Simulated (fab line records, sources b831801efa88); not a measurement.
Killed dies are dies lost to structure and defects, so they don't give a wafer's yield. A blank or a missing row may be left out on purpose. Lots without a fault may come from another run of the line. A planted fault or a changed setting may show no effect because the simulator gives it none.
Which tool did it? | flow sky130 | 6 lots, 18 wafers sampled, at 2 steps of a route of 708

WHAT THE GAUGES READ, wafer by wafer
SKY_FIELD_ISO_THK_MEAS_25.
lot  | measured    | on            | FIELD_ISO_CVD_24_THK (nm)
L392 | day 2 16:49 | film_metro-01 | 596 605 594
L396 | day 3 14:12 | film_metro-02 | 586 596 583
L403 | day 5 03:58 | film_metro-04 | 705 596 712
L405 | day 5 14:53 | film_metro-02 | 598 590 593
L409 | day 6 13:10 | film_metro-02 | 593 594 595
L413 | day 7 08:56 | film_metro-04 | 595 590 589

WHICH TOOL RAN EACH LOT (tool, then ch and the chambers of the sampled wafers, then the start)
lot  | SKY_FIELD_ISO_CVD_24
L392 | hdpcvd-02 ch 0,1, day 2 16:44
L396 | hdpcvd-02 ch 0,1,2, day 3 14:07
L403 | hdpcvd-01 ch 0,1,2, day 5 03:53
L405 | hdpcvd-02 ch 0,1, day 5 14:47
L409 | hdpcvd-02 ch 1,2, day 6 13:06
L413 | hdpcvd-02 ch 0,1,2, day 7 08:52
- SKY_FIELD_ISO_CVD_24: deposits SiO2, target thk 595 nm, time 99.2 s.

THE ANSWER, worked out from the rows above alone
Rule: what is usual is taken from the lots themselves. Put in order of their means at a reading, lots are off if they are a third of the lots or fewer, leave a main group of 4 or more, and stand apart from it by a gap of 3 or more times the standard deviation of the main group's means; of several such gaps the widest counts. A main group whose means are all the same, to the digits that the tables above print for the reading, isn't used. A lot without any number at a reading at which 4 lots or more have one is off too. The other lots that the step has rows for count as sound.
Off: L403, at SKY_FIELD_ISO_THK_MEAS_25 (FIELD_ISO_CVD_24_THK). The main group: mean 593 nm, standard deviation 3.3.
A tool fits if, at a process step before that reading, it ran every lot that is off, and no sound lot after the first of them. The gauges at SKY_FIELD_ISO_THK_MEAS_25 are tried like those tools. One fits: hdpcvd-01 at SKY_FIELD_ISO_CVD_24. It ran no sound lot before its first lot that is off in this sample, so the start can't be narrowed down.

WHAT THE SIMULATOR HAD PUT IN
Process parameter drift: hdpcvd-01, from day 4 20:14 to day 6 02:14, at SKY_FIELD_ISO_CVD_24. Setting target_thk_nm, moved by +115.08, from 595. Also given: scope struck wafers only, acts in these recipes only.
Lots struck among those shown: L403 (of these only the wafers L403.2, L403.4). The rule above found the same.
